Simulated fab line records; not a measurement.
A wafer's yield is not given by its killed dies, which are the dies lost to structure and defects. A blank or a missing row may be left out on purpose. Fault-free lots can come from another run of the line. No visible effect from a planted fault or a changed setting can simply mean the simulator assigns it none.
fab line records	flow sfqLine
record: lots: 15	wafers: 45	lastDay: 92
route steps=325 shown M6@252 I6@279 M8@315
lots that met no fault: from a run of the same line without faults
startH: hours from the record's opening day to when the first of the lot's shown wafers began	waitH: how many hours have passed since the lot's step before this one	" identical to the entry in the row above	L1.1+2: one row covering several wafers at once	- no value, or no start was given	* or withheld: withheld	< > ~ a bound
route shown NAME@n: NAME is a module with steps in the file, n the number in the route of the first one	usual: mean/standard deviation taken from wafers without a fault	same: alike in all rows	chamber/n: place in a boat	sites: the reading at each site	_std_site: how widely they spread, as a standard deviation	_edge_site: mean of outer sites minus mean of inner sites	radiusMm: for every site, how far away it sits from the centre of the wafer	mask NAME#n: copy n	behind: the tool/chamber that last shaped the wafer	hold: cause of the lot's hold/its duration in hours/its outcome	device: which transistor (n, p or np) failed to switch	end of line: the tests these same wafers got at the end of their route	a step without rows: its recipe alone	killed: not the wafer's yield, but the dies lost to structure and defects at the first sort	map: dies across one wafer; x = killed, . = not, _ = none there
set.NAME: the setting the step ran with; set.NAME@STEP: the setting that earlier step ran with	model.NAME: the simulator's own value behind a step, which no gauge read
route steps across a sampled set of lots; one table per step, one row per wafer
services: a tool's chamber out of use, with start hour (startH, from the record's first day; less than 0 if before it), hours out, and reason
== steps ==
step: SFQ_TRILAYER_M6_DEP_SPUTTER_157
recipe: material: Nb	basePressurePa: 1.33e-06	chamberPressurePa: 0.1333	substrateTempC: 20	targetThkNm: 200	powerW: 2000	timeS: 133.3
usual: throttleValvePct: 30.2/1
lot.wafer	tool	chamber	startH	waitH	throttleValvePct
L274.2	pvdSputter-03	-	1676.51	0.0	29.8
L274.5	"	-	"	"	28.6
L274.6	"	-	"	"	29.6
L275.2	pvdSputter-06	-	1680.10	0.0	28.7
L275.5	"	-	"	"	29.0
L275.6	"	-	"	"	30.3
L277.3	pvdSputter-04	-	1687.03	0.0	30.9
L277.4	"	-	"	"	30.9
L277.6	"	-	"	"	29.0
L279.4	pvdSputter-06	-	1694.23	0.0	29.0
L279.5	"	-	"	"	30.3
L279.6	"	-	"	"	29.1
L280.1	pvdSputter-04	-	1696.63	0.0	31.1
L280.2	"	-	"	"	31.2
L280.4	"	-	"	"	29.3
L281.2	pvdSputter-06	-	1699.03	0.0	28.8
L281.3	"	-	"	"	30.4
L281.6	"	-	"	"	30.6
L285.1	pvdSputter-04	-	1708.76	0.0	30.8
L285.3	"	-	"	"	31.6
L285.4	"	-	"	"	28.9
L286.1	pvdSputter-03	-	1709.96	0.0	28.6
L286.3	"	-	"	"	31.0
L286.6	"	-	"	"	28.5
L287.3	pvdSputter-06	-	1712.36	0.0	28.8
L287.4	"	-	"	"	31.4
L287.5	"	-	"	"	28.8
L289.1	pvdSputter-06	-	1718.36	0.0	29.0
L289.2	"	-	"	"	28.8
L289.5	"	-	"	"	28.7
L291.1	pvdSputter-03	-	1780.57	0.0	30.9
L291.4	"	-	"	"	29.8
L291.5	"	-	"	"	31.5
L292.1	pvdSputter-04	-	1782.95	0.0	31.4
L292.3	"	-	"	"	31.2
L292.6	"	-	"	"	31.0
L293.2	pvdSputter-04	-	1786.75	0.0	29.2
L293.5	"	-	"	"	30.9
L293.6	"	-	"	"	30.8
L294.1	pvdSputter-03	-	1828.72	0.0	30.9
L294.3	"	-	"	"	29.8
L294.5	"	-	"	"	29.6
L297.2	pvdSputter-04	-	1848.17	0.0	31.4
L297.3	"	-	"	"	30.8
L297.5	"	-	"	"	31.2
step: SFQ_TRILAYER_I6_VIA_STRIP_STRIP_173
recipe: gas: O2	powerW: 200	platenTempC: 40	overashFraction: 0.65	chemistry: O2	pressureMtorr: 50
usual: drypumpMotorCurrentA: 5.9/0.31	oesProductAu: 0.997/0.011
lot.wafer	tool	chamber	startH	waitH	drypumpMotorCurrentA	oesProductAu	rfHoursCounterH
L274.2	rieMetal-02	0	1706.58	-	5.5	0.977	24
L274.5	"	1	"	"	6.3	1.004	-
L274.6	"	0	"	"	5.5	0.983	-
L275.2	rieMetal-04	0	1797.76	-	5.7	0.994	80
L275.5	"	0	"	"	5.7	0.978	-
L275.6	"	1	"	"	6.2	1.003	-
L277.3	rieMetal-03	1	1808.73	-	5.7	0.995	-
L277.4	"	0	"	"	5.9	0.995	-
L277.6	"	1	"	"	5.7	0.989	-
L279.4	rieMetal-03	1	1816.21	-	5.7	1.004	-
L279.5	"	1	"	"	5.7	0.995	-
L279.6	"	0	"	"	5.9	1.009	-
L280.1	rieMetal-02	1	1818.41	-	6.3	1.003	88
L280.2	"	0	"	"	5.5	0.979	44
L280.4	"	1	"	"	6.3	1.004	-
L281.2	rieMetal-04	0	1819.61	-	5.8	0.987	81
L281.3	"	1	"	"	6.2	0.996	-
L281.6	"	1	"	"	6.2	1.002	-
L285.1	rieMetal-02	0	1923.96	-	5.5	0.972	58
L285.3	"	1	"	"	6.3	0.999	-
L285.4	"	0	"	"	5.4	0.968	-
L286.1	rieMetal-04	0	1927.68	-	5.8	0.988	98
L286.3	"	1	"	"	6.2	1.010	-
L286.6	"	1	"	"	6.2	1.006	-
L287.3	rieMetal-02	1	1937.61	-	6.3	1.008	-
L287.4	"	0	"	"	5.5	0.987	-
L287.5	"	1	"	"	6.3	1.004	-
L289.1	rieMetal-02	1	1947.01	-	6.3	1.012	102
L289.2	"	0	"	"	5.5	0.981	59
L289.5	"	1	"	"	6.3	1.011	-
L291.1	rieMetal-04	1	1987.93	-	6.1	1.013	68
L291.4	"	0	"	"	5.8	1.005	-
L291.5	"	1	"	"	6.2	1.003	-
L292.1	rieMetal-04	0	1992.73	-	5.8	1.002	103
L292.3	"	1	"	"	6.1	0.989	-
L292.6	"	1	"	"	6.2	0.998	-
L293.2	rieMetal-02	0	1998.73	-	5.4	0.983	65
L293.5	"	1	"	"	6.3	1.004	-
L293.6	"	0	"	"	5.4	0.985	-
L294.1	rieMetal-04	0	2023.41	-	5.8	0.993	106
L294.3	"	1	"	"	6.2	0.989	-
L294.5	"	0	"	"	5.8	0.988	-
L297.2	rieMetal-04	1	2046.43	-	6.2	1.010	74
L297.3	"	0	"	"	5.8	1.013	-
L297.5	"	1	"	"	6.2	1.009	-
step: SFQ_TRILAYER_M8_LITHO_EXPOSE_194
recipe: maskId: M8	na: 0.6	sourceShape: conventional	sigmaOuter: 0.65	targetCdNm: 2000	doseMj: 14.4
usual: exposureDoseMJCm2: 14.404/0.013	focusOffsetNm: -0.1/0.56
lot.wafer	tool	chamber	startH	waitH	mask	exposureDoseMJCm2	focusOffsetNm
L274.2	krfScanner-02	0	1894.60	-	M8#0	14.414	0.3
L274.5	"	0	"	"	M8#0	14.384	-0.1
L274.6	"	0	"	"	M8#0	14.406	-0.1
L275.2	krfScanner-02	0	1905.83	-	M8#0	14.388	0.2
L275.5	"	0	"	"	M8#0	14.383	0.0
L275.6	"	0	"	"	M8#0	14.405	-0.2
L277.3	krfScanner-02	0	1916.83	-	M8#0	14.389	0.9
L277.4	"	0	"	"	M8#0	14.364	-0.5
L277.6	"	0	"	"	M8#0	14.405	0.2
L279.4	krfScanner-02	0	1941.88	-	M8#0	14.404	-0.3
L279.5	"	0	"	"	M8#0	14.421	-0.3
L279.6	"	0	"	"	M8#0	14.411	0.0
L280.1	krfScanner-02	0	1946.08	-	M8#0	14.417	-0.5
L280.2	"	0	"	"	M8#0	14.399	1.0
L280.4	"	0	"	"	M8#0	14.407	-0.2
L281.2	krfScanner-02	0	1948.70	-	M8#0	14.387	-0.2
L281.3	"	0	"	"	M8#0	14.403	-0.9
L281.6	"	0	"	"	M8#0	14.400	-0.6
L285.1	krfScanner-01	-	2051.57	-	M8#0	-	-
L285.3	"	-	"	"	M8#0	-	-
L285.4	"	-	"	"	M8#0	-	-
L286.1	krfScanner-01	-	2052.77	-	M8#0	-	-
L286.3	"	-	"	"	M8#0	-	-
L286.6	"	-	"	"	M8#0	-	-
L287.3	krfScanner-01	-	2054.37	-	M8#0	-	-
L287.4	"	-	"	"	M8#0	-	-
L287.5	"	-	"	"	M8#0	-	-
L289.1	krfScanner-01	0	2057.57	-	M8#0	14.408	0.2
L289.2	"	0	"	"	M8#0	14.405	-0.6
L289.5	"	0	"	"	M8#0	14.398	-0.2
L291.1	krfScanner-01	0	2091.68	-	M8#0	14.407	0.1
L291.4	"	0	"	"	M8#0	14.411	-0.2
L291.5	"	0	"	"	M8#0	14.379	-0.8
L292.1	krfScanner-01	0	2098.90	-	M8#0	14.396	0.8
L292.3	"	0	"	"	M8#0	14.412	0.2
L292.6	"	0	"	"	M8#0	14.402	-0.9
L293.2	krfScanner-02	0	2105.53	-	M8#0	14.403	-0.2
L293.5	"	0	"	"	M8#0	14.396	0.0
L293.6	"	0	"	"	M8#0	14.399	0.8
L294.1	krfScanner-02	0	2186.47	-	M8#0	14.398	0.2
L294.3	"	0	"	"	M8#0	14.394	-0.8
L294.5	"	0	"	"	M8#0	14.402	0.0
L297.2	krfScanner-02	0	2202.21	-	M8#0	14.398	-0.5
L297.3	"	0	"	"	M8#0	14.416	-0.6
L297.5	"	0	"	"	M8#0	14.400	-1.0
step: SFQ_M8_OVL_MEAS_948
usual: M8_OVL: -3/5.5
lot.wafer	tool	chamber	startH	waitH	M8_OVL[nm]
L274.2	overlay-01	-	1895.90	0.1	-1
L274.5	"	-	"	"	5
L274.6	"	-	"	"	-5
L275.2	overlay-02	-	1907.13	0.1	1
L275.5	"	-	"	"	-3
L275.6	"	-	"	"	4
L277.3	overlay-01	-	1917.94	0.1	-5
L277.4	"	-	"	"	-13
L277.6	"	-	"	"	-7
L279.4	overlay-02	-	1942.79	0.1	-3
L279.5	"	-	"	"	-8
L279.6	"	-	"	"	-7
L280.1	overlay-01	-	1947.57	0.1	-2
L280.2	"	-	"	"	-4
L280.4	"	-	"	"	-9
L281.2	overlay-02	-	1950.00	0.1	0
L281.3	"	-	"	"	-2
L281.6	"	-	"	"	6
L285.1	overlay-01	-	2053.06	0.1	-
L285.3	"	-	"	"	-
L285.4	"	-	"	"	-
L286.1	overlay-01	-	2054.26	0.1	-
L286.3	"	-	"	"	-
L286.6	"	-	"	"	-
L287.3	overlay-01	-	2055.47	0.1	-
L287.4	"	-	"	"	-
L287.5	"	-	"	"	-
L289.1	overlay-01	-	2059.06	0.1	5
L289.2	"	-	"	"	-1
L289.5	"	-	"	"	4
L291.1	overlay-01	-	2093.17	0.1	-5
L291.4	"	-	"	"	6
L291.5	"	-	"	"	-3
L292.1	overlay-01	-	2100.39	0.1	4
L292.3	"	-	"	"	-11
L292.6	"	-	"	"	-6
L293.2	overlay-02	-	2106.82	0.1	2
L293.5	"	-	"	"	8
L293.6	"	-	"	"	8
L294.1	overlay-01	-	2187.96	0.1	-2
L294.3	"	-	"	"	-7
L294.5	"	-	"	"	-4
L297.2	overlay-02	-	2203.51	0.1	-1
L297.3	"	-	"	"	-4
L297.5	"	-	"	"	-5
== services ==
tool	chamber	startH	hours	kind
rieMetal-04	-	1676.10	3.3	repair
krfScanner-02	-	1678.87	1.0	pm
krfScanner-02	-	1684.71	3.0	repair
krfScanner-02	-	1688.99	1.3	pm
rieMetal-04	-	1747.19	0.8	repair
rieMetal-04	1	1758.98	3.3	repair
krfScanner-02	-	1765.13	0.8	pm
krfScanner-02	-	1769.61	3.6	pm
krfScanner-02	-	1786.11	0.2	repair
krfScanner-02	-	1788.05	0.7	repair
rieMetal-04	-	1804.38	14.6	pm
rieMetal-04	-	1842.25	0.8	repair
krfScanner-02	-	1848.49	1.0	pm
krfScanner-02	-	1855.44	0.5	repair
krfScanner-02	-	1864.89	1.3	pm
rieMetal-04	1	1879.19	17.4	repair
krfScanner-02	-	1930.79	4.4	pm
rieMetal-04	0	1944.04	10.8	repair
krfScanner-02	-	2017.44	1.0	pm
krfScanner-02	-	2042.25	1.3	pm
krfScanner-02	-	2063.75	4.8	repair
krfScanner-02	-	2102.05	0.8	pm
krfScanner-02	-	2145.92	4.0	pm
krfScanner-02	-	2185.47	1.0	pm
== key ==
firstSign: step: SFQ_TRILAYER_M8_LITHO_EXPOSE_194	reading: toolRecord	direction: missing
effect none on later readings
metAt SFQ_TRILAYER_M8_LITHO_EXPOSE_194
struckLots L285,L286,L287
notActingAt SFQ_TRILAYER_M6_DEP_SPUTTER_157,SFQ_TRILAYER_I6_VIA_STRIP_STRIP_173,SFQ_M8_OVL_MEAS_948
fault: kind: skippedStepWhole	tool: krfScanner-01	chamber: -	onsetH: 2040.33	steps: SFQ_TRILAYER_M8_LITHO_EXPOSE_194	scope: struckLotsOnly
